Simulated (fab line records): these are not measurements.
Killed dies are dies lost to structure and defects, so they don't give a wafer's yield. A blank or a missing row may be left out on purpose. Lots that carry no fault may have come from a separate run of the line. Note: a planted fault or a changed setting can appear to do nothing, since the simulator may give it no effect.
Chamber matching	flow sky130	4 sister chambers for SKY_FIELD_ISO_ETCH_14 on rie_diel-01
The step etches BARC in N2/H2, stops on SiO2, time 45.9 s, target depth 60 nm. 20 wafers are shown with their chamber, then 10 later ones without.

WAFERS, EACH WITH ITS CHAMBER
wafer	chamber	drypump_motor_current_A (A)	oes_product_au (a.u.)	throttle_valve_pct (%)
L074.2	2	5.3	0.851	13.217
L074.3	0	5.7	0.857	13.221
L074.4	0	5.8	0.851	13.214
L076.1	3	5.0	0.845	13.221
L076.2	0	5.8	0.849	13.246
L076.4	2	5.3	0.854	13.220
L077.1	1	5.2	0.857	13.231
L077.2	2	5.3	0.849	13.228
L077.5	1	5.2	0.855	13.244
L081.4	2	5.3	0.854	13.220
L081.5	3	5.0	0.864	13.238
L081.6	2	5.3	0.848	13.239
L082.4	3	5.0	0.852	13.238
L082.5	0	5.8	0.854	13.220
L082.6	3	5.1	0.864	13.239
L083.1	1	5.2	0.859	13.201
L083.2	3	5.1	0.852	13.234
L083.3	2	5.2	0.840	13.235
L084.3	2	5.3	0.854	13.224
L084.5	1	5.2	0.868	13.217

SIGNATURES (averages over the wafers above)
reading	chamber 0	chamber 1	chamber 2	chamber 3	scatter within a chamber
drypump_motor_current_A	5.775	5.200	5.286	5.040	0.0419
oes_product_au	0.85275	0.85975	0.85000	0.85540	0.00596
throttle_valve_pct	13.22525	13.22325	13.22614	13.23400	0.0119
Rule: distance of a wafer from a chamber = root of the sum over the readings of ((wafer's reading minus chamber's mean) / reading's scatter) squared. The wafer belongs to the nearest chamber; if the next one is less than 2 further off, it can't be placed. How the scatter is found: for the shown wafers, subtract from each reading the mean of its chamber, square and add these, divide the total by (wafers less chambers), then take the root.

WAFERS WITHOUT THEIR CHAMBER
wafer	drypump_motor_current_A (A)	oes_product_au (a.u.)	throttle_valve_pct (%)
L084.6	5.3	0.851	13.232
L092.1	5.2	0.864	13.248
L092.4	5.0	0.851	13.223
L092.5	5.8	0.855	13.232
L093.1	5.2	0.863	13.229
L093.4	5.1	0.859	13.226
L093.6	5.2	0.853	13.228
L095.1	5.8	0.858	13.211
L095.3	5.3	0.863	13.222
L095.6	5.8	0.849	13.220

WHICH CHAMBER EACH ONE RAN IN
wafer	from the rows above	in truth
L084.6	2	2
L092.1	can't be placed: 1 or 2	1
L092.4	3	3
L092.5	0	0
L093.1	1	1
L093.4	can't be placed: 3 or 1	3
L093.6	can't be placed: 1 or 2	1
L095.1	0	0
L095.3	can't be placed: 2 or 1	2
L095.6	0	0
Correct placement for 6 of the 10. Cannot be placed on the basis of these rows: 4; the candidates contain the true chamber in 4. Number placed wrongly: 0.
